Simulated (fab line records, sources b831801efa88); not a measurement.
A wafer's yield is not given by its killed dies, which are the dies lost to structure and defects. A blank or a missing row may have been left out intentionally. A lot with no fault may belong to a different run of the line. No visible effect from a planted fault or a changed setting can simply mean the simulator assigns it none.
Struck lot and sound lot, side by side || flow sky130 || 43 steps out of a route of 708
Sound: the wafers L505.2, L505.4, L505.6. Struck: wafer L516.4 (left out: L516.1, L516.3 of the same lot, which were not struck); the cause appears at the end.
Order at every step that has rows: each side's tool, ch and its chambers, its first start. Under that, the readings that differ: sound wafers || struck wafers || difference of the means || sigmas: that difference in standard deviations of wafers without a fault.
alike: same words and numbers on both sides, and readings whose means sit less than 2 such deviations apart. not compared: any withheld reading, any reading some wafer has no value for, any bound like >300 that may hide the same value, and any number with overlapping values for which the record gives no deviation.
A row with sigmas, a row that says differs or no value, or rows on one side alone: a step with any of these is where the two part. Numbers that don't overlap but have no deviation are shown without sigmas and don't part them. A reading that every wafer of one side lacks parts them only if that side has two wafers or more.

first, 3 steps without rows for these wafers: SKY_SONOS_ONO_WET_ETCH_18 (etches Si3N4 in H3PO4, target depth 15 nm, time 172 s); SKY_GATE_OXIDE_CLEAN_00 (cleans in SC1/SC2, time 150 s); SKY_GATE_OXIDE_OXIDATION_01 (stabilise 600 s, purge 300 s, target thk 10.268 nm).
SKY_GATE_OXIDE_THK_MEAS_02:
  sound: filmMetro-03 at day 15 21:49; struck: filmMetro-03 at day 19 13:02
  alike: GATE_OXIDE_OXIDATION_00_THK
then, 7 steps without rows for these wafers: SKY_GATE_OXIDE_DEHYDRATE_03 (time 60 s); SKY_GATE_OXIDE_HMDS_04 (prime time 60 s); SKY_GATE_OXIDE_COAT_05 (resist thk 1140 nm); SKY_GATE_OXIDE_SOFTBAKE_06 (time 60 s); SKY_GATE_OXIDE_EXPOSE_07 (exposes mask LVOM, target cd 600 nm); SKY_GATE_OXIDE_PEB_08; SKY_GATE_OXIDE_DEVELOP_09 (develop time 60 s).
SKY_GATE_OXIDE_OVL_MEAS_10:
  sound: overlay-01 at day 17 03:07; struck: overlay-01 at day 20 19:31
  alike: GATE_OXIDE_OVL
SKY_GATE_OXIDE_IMPLANT_11:
  sound on implanter-03 ch 0, day 17 03:10; struck on implanter-04 ch 0, day 20 19:33
then, 1 step without rows for these wafers: SKY_GATE_OXIDE_WET_ETCH_12 (etches SiO2 in dHF, target depth 16.8 nm, time 336 s).
SKY_GATE_OXIDE_STRIP_13: strips in O2/N2.
  sound on plasmaAsher-03 ch 0,1, day 17 03:23; struck on plasmaAsher-03 ch 0, day 20 19:48
  alike: drypumpMotorCurrentA, oesProductAu, stripTimeToEndpointS
  not compared: rfHoursCounterH
SKY_GATE_OXIDE_TW_MEAS_14:
  sound: filmMetro-01 at day 17 03:30; struck: filmMetro-01 at day 20 19:54
{"reading": "GATE_OXIDE_TW", "sound": "226.1 226.9 226.5", "struck": 222.5, "difference": -4.0, "sigmas": -3}
then, 3 steps without rows for these wafers: SKY_GATE_OXIDE_CLEAN_15 (cleans in SC1/SC2, time 150 s); SKY_GATE_OXIDE_OXIDATION_16 (stabilise 600 s, purge 300 s, target thk 3.57 nm); SKY_POLY_GATE_CVD_00 (deposits poly-Si, target thk 180 nm, time 720 s).
SKY_POLY_GATE_THK_MEAS_01:
  sound: filmMetro-03 at day 17 08:47; struck: filmMetro-03 at day 20 22:44
  alike: POLY_GATE_CVD_00_THK
then, 8 steps without rows for these wafers: SKY_RES_PROTECT_DEHYDRATE_00 (time 60 s); SKY_RES_PROTECT_HMDS_01 (prime time 60 s); SKY_RES_PROTECT_COAT_02 (resist thk 1140 nm); SKY_RES_PROTECT_SOFTBAKE_03 (time 60 s); SKY_RES_PROTECT_EXPOSE_04 (exposes mask RPM, target cd 1270 nm); SKY_RES_PROTECT_PEB_05; SKY_RES_PROTECT_DEVELOP_06 (develop time 60 s); SKY_POLY_GATE_IMPLANT_02.
SKY_RES_PROTECT_STRIP_07: strips in O2/N2.
  sound on plasmaAsher-01 ch 0,1, day 18 14:15; struck on plasmaAsher-01 ch 1, day 22 05:31
  alike: drypumpMotorCurrentA, oesProductAu, stripTimeToEndpointS
  not compared: rfHoursCounterH
SKY_RES_PROTECT_TW_MEAS_08:
  sound: filmMetro-01 at day 18 14:22; struck: filmMetro-04 at day 22 05:37
  alike: POLY_GATE_TW
then, 2 steps without rows for these wafers: SKY_RES_PROTECT_CLEAN_09 (cleans in SC1/SC2, time 150 s); SKY_POLY_GATE_CVD_03 (deposits Si3N4 from DCS/NH3, target thk 75 nm, time 1290 s).
SKY_POLY_GATE_THK_MEAS_04:
  sound: filmMetro-01 at day 18 17:11; struck: filmMetro-03 at day 22 07:05
  alike: POLY_GATE_CVD_03_THK
then, 8 steps without rows for these wafers: SKY_POLY_GATE_DEHYDRATE_05 (time 60 s); SKY_POLY_GATE_HMDS_06 (prime time 60 s); SKY_POLY_GATE_COAT_07 (resist thk 110 nm); SKY_POLY_GATE_COAT_08 (resist thk 450 nm); SKY_POLY_GATE_SOFTBAKE_09 (time 90 s); SKY_POLY_GATE_EXPOSE_10 (exposes mask P1M, target cd 150 nm); SKY_POLY_GATE_PEB_11; SKY_POLY_GATE_DEVELOP_12 (develop time 60 s).
SKY_POLY_GATE_CD_MEAS_13: the cd target is 150 nm.
  sound: cdSem-02 at day 19 23:34; struck: cdSem-02 at day 23 13:08
  alike: cdNm
-- the record jumps here: 27 days lie between the struck wafers' starts before and after (it left off in module POLY_GATE and takes up again in module PAD_OPEN, whose first step shown is number 708 of the route) --
SKY_PAD_OPEN_PROBE_99:
  sound: prober-02 at day 48 09:57; struck: prober-01 at day 50 10:59
{"reading": "model.etest.tipP.rsOhmSqRange", "sound": "183.4 145.3 265.2", "struck": 578.9, "difference": "+380.9", "sigmas": ""}
{"reading": "model.etest.nfet_01v8.driveUaUmRange", "sound": "5.915 16.64 8.405", "struck": 54.72, "difference": "+44.40", "sigmas": ""}
{"reading": "model.etest.pfet_01v8.driveUaUmRange", "sound": "7.3 7.276 6.031", "struck": 41.69, "difference": "+34.82", "sigmas": ""}
{"reading": "model.etest.pfet_01v8_lvt.vtVRange", "sound": "0.02319 0.01712 0.01178", "struck": 0.4745, "difference": "+0.4571", "sigmas": ""}
{"reading": "model.etest.pfet_01v8.vtVRange", "sound": "0.01096 0.01251 0.0102", "struck": 0.1843, "difference": "+0.1731", "sigmas": ""}
{"reading": "model.etest.nfet_01v8.vtVRange", "sound": "0.00759 0.01458 0.008811", "struck": 0.06806, "difference": "+0.05773", "sigmas": ""}
  alike: killed_at_M0_to_M3, killed_at_M4_up, killedAtContacts, killedAtFrontEnd, killedAtOther, killedDies, killedOnRim, killedOpen, killedShort

== WHERE THEY PART ==
At SKY_GATE_OXIDE_TW_MEAS_14 and nowhere else, as far as this record goes. Later steps at which nothing parts them and some readings are alike: SKY_POLY_GATE_THK_MEAS_01, SKY_RES_PROTECT_STRIP_07, SKY_RES_PROTECT_TW_MEAS_08, SKY_POLY_GATE_THK_MEAS_04, SKY_POLY_GATE_CD_MEAS_13, SKY_PAD_OPEN_PROBE_99.

WHY: what had been put in by the simulator
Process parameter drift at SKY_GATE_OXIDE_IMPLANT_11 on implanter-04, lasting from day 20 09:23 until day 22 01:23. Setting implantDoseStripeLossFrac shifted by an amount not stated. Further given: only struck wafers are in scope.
